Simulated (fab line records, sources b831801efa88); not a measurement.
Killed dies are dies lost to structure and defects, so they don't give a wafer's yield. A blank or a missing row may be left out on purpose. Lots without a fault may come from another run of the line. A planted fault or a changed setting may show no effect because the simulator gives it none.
Which tool did it? | flow sky130 | 12 lots, 36 wafers sampled, at 4 steps of a route of 708

WHAT THE GAUGES READ, wafer by wafer
SKY_METAL2_OVL_MEAS_16. Usual: METAL2_OVL -3 nm, standard deviation 4.5.
lot  | measured     | on         | METAL2_OVL (nm) | flag
L369 | day 35 02:23 | overlay-01 | 2 -3 6          |
L370 | day 35 13:15 | overlay-01 | 0 7 2           |
L371 | day 35 20:14 | overlay-02 | 1 2 3           |
L373 | day 36 15:19 | overlay-01 | -10 -2 3        |
L375 | day 37 01:50 | overlay-01 | -4 -3 0         |
L376 | day 37 14:24 | overlay-01 | 2 2 1           |
L381 | day 39 11:23 | overlay-01 | 0 1 -6          |
L382 | day 39 17:17 | overlay-02 | -3 -3 -3        |
L386 | day 40 14:36 | overlay-02 | 1 -6 3          |
L385 | day 40 15:13 | overlay-02 | -8 -2 1         |
L388 | day 41 03:36 | overlay-02 | -4 -4 -6        |
L391 | day 41 23:15 | overlay-02 | -3 -1 -6        |

WHICH TOOL RAN EACH LOT (tool, then ch and the chambers of the sampled wafers, then the start)
lot  | SKY_VIA1_CMP_24               | SKY_METAL2_SPUTTER_04        | SKY_METAL2_COAT_10
L369 | cmp-02 ch 0,3, day 33 23:31   | pvd_sputter-03, day 33 23:55 | litho_track-01 ch 0, day 34 12:00
L370 | cmp-01 ch 1,2,3, day 34 09:53 | pvd_sputter-03, day 34 10:11 | litho_track-04 ch 0, day 35 00:00
L371 | cmp-01 ch 0,2,3, day 34 17:16 | pvd_sputter-03, day 34 17:39 | litho_track-01 ch 0, day 35 06:00
L373 | cmp-02 ch 1,2,3, day 35 13:05 | pvd_sputter-04, day 35 13:22 | litho_track-04 ch 0, day 36 02:00
L375 | cmp-01 ch 0,1, day 35 23:38   | pvd_sputter-04, day 36 00:02 | litho_track-02 ch 0, day 36 12:00
L376 | cmp-01 ch 1,2, day 36 12:26   | pvd_sputter-03, day 36 12:47 | litho_track-02 ch 0, day 37 01:00
L381 | cmp-02 ch 0,1,3, day 38 09:38 | pvd_sputter-02, day 38 09:52 | litho_track-02 ch 0, day 38 22:00
L382 | cmp-01 ch 1,2,3, day 38 15:32 | pvd_sputter-03, day 38 15:56 | litho_track-02 ch 0, day 39 05:00
L386 | cmp-01 ch 0,2, day 39 13:42   | pvd_sputter-02, day 39 14:02 | litho_track-01 ch 0, day 40 02:00
L385 | cmp-02 ch 1,2, day 39 14:28   | pvd_sputter-03, day 39 14:52 | litho_track-01 ch 0, day 40 03:00
L388 | cmp-02 ch 0,1,2, day 40 02:50 | pvd_sputter-04, day 40 03:11 | litho_track-01 ch 0, day 40 15:00
L391 | cmp-01 ch 1,2,3, day 40 21:49 | pvd_sputter-03, day 40 22:10 | litho_track-01 ch 0, day 41 10:00
- SKY_VIA1_CMP_24: polishes, stops on SiO2, t overpolish 15 s, target thk 0 nm.
- SKY_METAL2_SPUTTER_04: material TiN, target thk 70 nm, time 58.3 s.
- SKY_METAL2_COAT_10: resist thk 447.1 nm.

WHAT THE TOOLS THEMSELVES READ (means of the sampled wafers that have a number; where no wafer has one, the mark that the record gives instead)
SKY_VIA1_CMP_24. Usual: motor_current_A 11.1 A, standard deviation 1.1; overpolish_run_s 15.000 s, standard deviation 0.0099; time_to_endpoint_s 65 s, standard deviation 5.7.
lot  | tool   | motor_current_A (A) | overpolish_run_s (s) | time_to_endpoint_s (s) | flag
L369 | cmp-02 | 11.5                | 14.998               | 68                     |
L370 | cmp-01 | 10.9                | 15.001               | 68                     |
L371 | cmp-01 | 11.1                | 14.993               | 67                     |
L373 | cmp-02 | 11.3                | 15.010               | 70                     |
L375 | cmp-01 | 11.1                | 14.995               | 61                     |
L376 | cmp-01 | 10.9                | 15.005               | 65                     |
L381 | cmp-02 | 11.9                | 15.003               | 62                     |
L382 | cmp-01 | 10.7                | 15.000               | 70                     |
L386 | cmp-01 | 12.0                | 14.994               | 64                     |
L385 | cmp-02 | 10.3                | 15.008               | 63                     |
L388 | cmp-02 | 10.3                | 14.998               | 63                     |
L391 | cmp-01 | 11.0                | 14.998               | 64                     |

SKY_METAL2_SPUTTER_04. Usual: throttle_valve_pct 30.8 %, standard deviation 0.88.
lot  | tool           | throttle_valve_pct (%) | flag
L369 | pvd_sputter-03 | 30.3                   |
L370 | pvd_sputter-03 | 29.3                   |
L371 | pvd_sputter-03 | 30.8                   |
L373 | pvd_sputter-04 | 31.1                   |
L375 | pvd_sputter-04 | 31.3                   |
L376 | pvd_sputter-03 | 31.2                   |
L381 | pvd_sputter-02 | 30.8                   |
L382 | pvd_sputter-03 | 30.9                   |
L386 | pvd_sputter-02 | 31.2                   |
L385 | pvd_sputter-03 | 30.5                   |
L388 | pvd_sputter-04 | 31.2                   |
L391 | pvd_sputter-03 | 29.9                   |

SKY_METAL2_COAT_10. Usual: spin_speed_rpm 3000.0 rpm, standard deviation 2.
lot  | tool           | spin_speed_rpm (rpm) | flag
L369 | litho_track-01 | 3000.4               |
L370 | litho_track-04 | 2999.8               |
L371 | litho_track-01 | 3002.8               |
L373 | litho_track-04 | 3001.3               |
L375 | litho_track-02 | 3000.6               |
L376 | litho_track-02 | 2999.1               |
L381 | litho_track-02 | 2753.2               | OFF
L382 | litho_track-02 | 2754.9               | OFF
L386 | litho_track-01 | 3000.1               |
L385 | litho_track-01 | 2998.7               |
L388 | litho_track-01 | 2999.8               |
L391 | litho_track-01 | 3001.8               |

THE ANSWER, worked out from the rows above alone
Rule: a lot is off if the mean of its wafers that have a number lies more than 3 standard deviations from the usual mean. A lot without any number at a reading at which 4 lots or more have one is off too. The other lots that the step has rows for count as sound. The gauges are gone through in route order, then the tools' own readings, and for those a lot's mean is taken as printed above. The first step at which some lot is off is used, and at that step the reading that is off furthest; a lot without a number counts as furthest.
Off: L381, L382, at SKY_METAL2_COAT_10 (spin_speed_rpm).
A tool fits if, at that step or a process step before it, it ran every lot that is off, and no sound lot after the first of them. One fits: litho_track-02 at SKY_METAL2_COAT_10. Its last sound lot is L376 (day 37 01:00), its first lot that is off L381 (day 38 22:00): a fault that began between those two fits.
The tool's own readings at SKY_METAL2_COAT_10 bear it out: on the lots that are off they differ by more than 5 times the standard deviation of the sound lots' means. spin_speed_rpm reads 2754.1 rpm there against 3000.4 rpm on the sound lots.

WHAT THE SIMULATOR HAD PUT IN
Process parameter drift: litho_track-02, from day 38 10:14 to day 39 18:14, at SKY_METAL2_COAT_10. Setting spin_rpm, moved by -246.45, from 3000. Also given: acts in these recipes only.
Lots struck among those shown: L381, L382. The rule above found the same.
